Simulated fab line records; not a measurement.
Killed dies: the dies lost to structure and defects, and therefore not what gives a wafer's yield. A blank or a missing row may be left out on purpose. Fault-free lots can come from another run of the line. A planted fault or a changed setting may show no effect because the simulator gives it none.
Struck lot and sound lot, side by side / flow sky130 / 18 out of 708 route steps
Sound: the wafers L760.2, L760.3, L760.5. Struck: wafer L770.1. (L770.5, L770.6 of the same lot were not struck and are left out.) The cause comes at the end.
Order at every step that has rows: each side's tool, ch and its chambers, its first start. Under that, the readings that differ: sound wafers / struck wafers / difference of the means / sigmas: that difference in standard deviations of wafers without a fault.
alike: a reading whose means differ by less than 2 such deviations, as well as words and numbers matching on both sides. not compared: withheld readings; readings where some wafer has no value; bounds like >300 that might hide an equal value; numbers whose values overlap and for which the record gives no deviation.
Wherever a step has rows on one side only, a row that says differs or no value, or a row with sigmas, the two part there. Numbers that have no deviation but don't overlap get no sigmas and don't part them. Lack of a reading on every wafer of one side parts them only where that side has two or more wafers.

first, 5 steps without rows for these wafers: SKY_VIA4_COAT_06 (resist thk 1140 nm); SKY_VIA4_SOFTBAKE_07 (time 60 s); SKY_VIA4_EXPOSE_08 (exposes mask VIM4, target cd 800 nm); SKY_VIA4_PEB_09; SKY_VIA4_DEVELOP_10 (develop time 60 s).
SKY_VIA4_OVL_MEAS_11:
  sound on overlay-02, day 42 13:50; struck on overlay-01, day 45 20:02
  alike: VIA4_OVL
SKY_VIA4_ETCH_12: etches SiO2 in C4F8/O2/Ar, stops on TiN, target depth 580 nm.
  sound on rie-diel-04 ch 0,1,3, day 42 13:52; struck on rie-diel-04 ch 0, day 45 20:04
  alike: oes-product-au
SKY_VIA4_STRIP_13: strips in O2/N2.
  sound on plasma-asher-02 ch 0, day 42 13:56; struck on plasma-asher-03 ch 1, day 45 20:08
  alike: drypump-motor-current-A, oes-product-au, strip-time-to-endpoint-s
  not compared: rf-hours-counter-h
then, 3 steps without rows for these wafers: SKY_VIA4_STRIP_14 (strips in post etch residue remover, time 1200 s); SKY_VIA4_CLEAN_15 (cleans in IPA, time 180 s); SKY_VIA4_CLEAN_16 (cleans in O3/DIW).
SKY_VIA4_SPUTTER_17: material TiN, target thk 20 nm, time 80 s.
  sound on pvd-sputter-03, day 42 14:32; struck on pvd-sputter-04, day 45 20:48
  alike: cathode-dc-power-W, throttle-valve-pct
SKY_VIA4_CVD_18: deposits W, target thk 505 nm, time 152.14 s.
  sound on cvd-w-01 ch 0,1, day 42 14:35; struck on cvd-w-01 ch 1, day 45 20:52
reading=susceptor-temp-C (C); sound=400.23 400.22 400.24; struck=399.75; difference=-0.48; sigmas=-2
reading=model.W_of_VIA4_CVD_18.thk-nm (nm); sound=502.6 502.1 506.6; struck=282.3; difference=-221.5; sigmas=
  alike: heater-power-w
SKY_VIA4_RS_MEAS_19: measures by four-point-probe.
  sound on film-metro-02, day 42 14:46; struck on film-metro-02, day 45 21:01
reading=VIA4_W_RS (ohm/sq); sound=0.2275 0.2280 0.2259; struck=0.4079; difference=+0.1808; sigmas=+75
SKY_VIA4_THK_MEAS_20: measures by xrf.
  sound on film-metro-02, day 42 14:52; struck on film-metro-02, day 45 21:08
reading=VIA4_W_THK (nm); sound=497 500 503; struck=281; difference=-219; sigmas=-36
SKY_VIA4_CMP_21: polishes, stops on SiO2, t overpolish 25 s, target thk 0 nm.
  sound on cmp-02 ch 1,3, day 42 14:55; struck on cmp-02 ch 1, day 45 21:20
reading=time-to-endpoint-s (s); sound=122 117 114; struck=62; difference=-56; sigmas=-14
  alike: motor-current-A
SKY_METAL5_SPUTTER_00: material Ti, target thk 15 nm, time 10 s.
  sound on pvd-sputter-01, day 42 15:13; struck on pvd-sputter-02, day 45 21:29
  alike: cathode-dc-power-W, throttle-valve-pct
SKY_PAD_OPEN_PROBE_99:
  rows exist in the record for the sound wafers here (prober-02, day 45 14:29), none for the struck ones

== WHERE THEY PART ==
Last at SKY_PAD_OPEN_PROBE_99 as far as this record goes, first at SKY_VIA4_CVD_18.

WHY: what had been put in by the simulator
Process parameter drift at SKY_VIA4_CVD_18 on cvd-w-01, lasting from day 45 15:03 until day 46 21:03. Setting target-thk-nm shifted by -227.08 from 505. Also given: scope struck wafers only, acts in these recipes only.
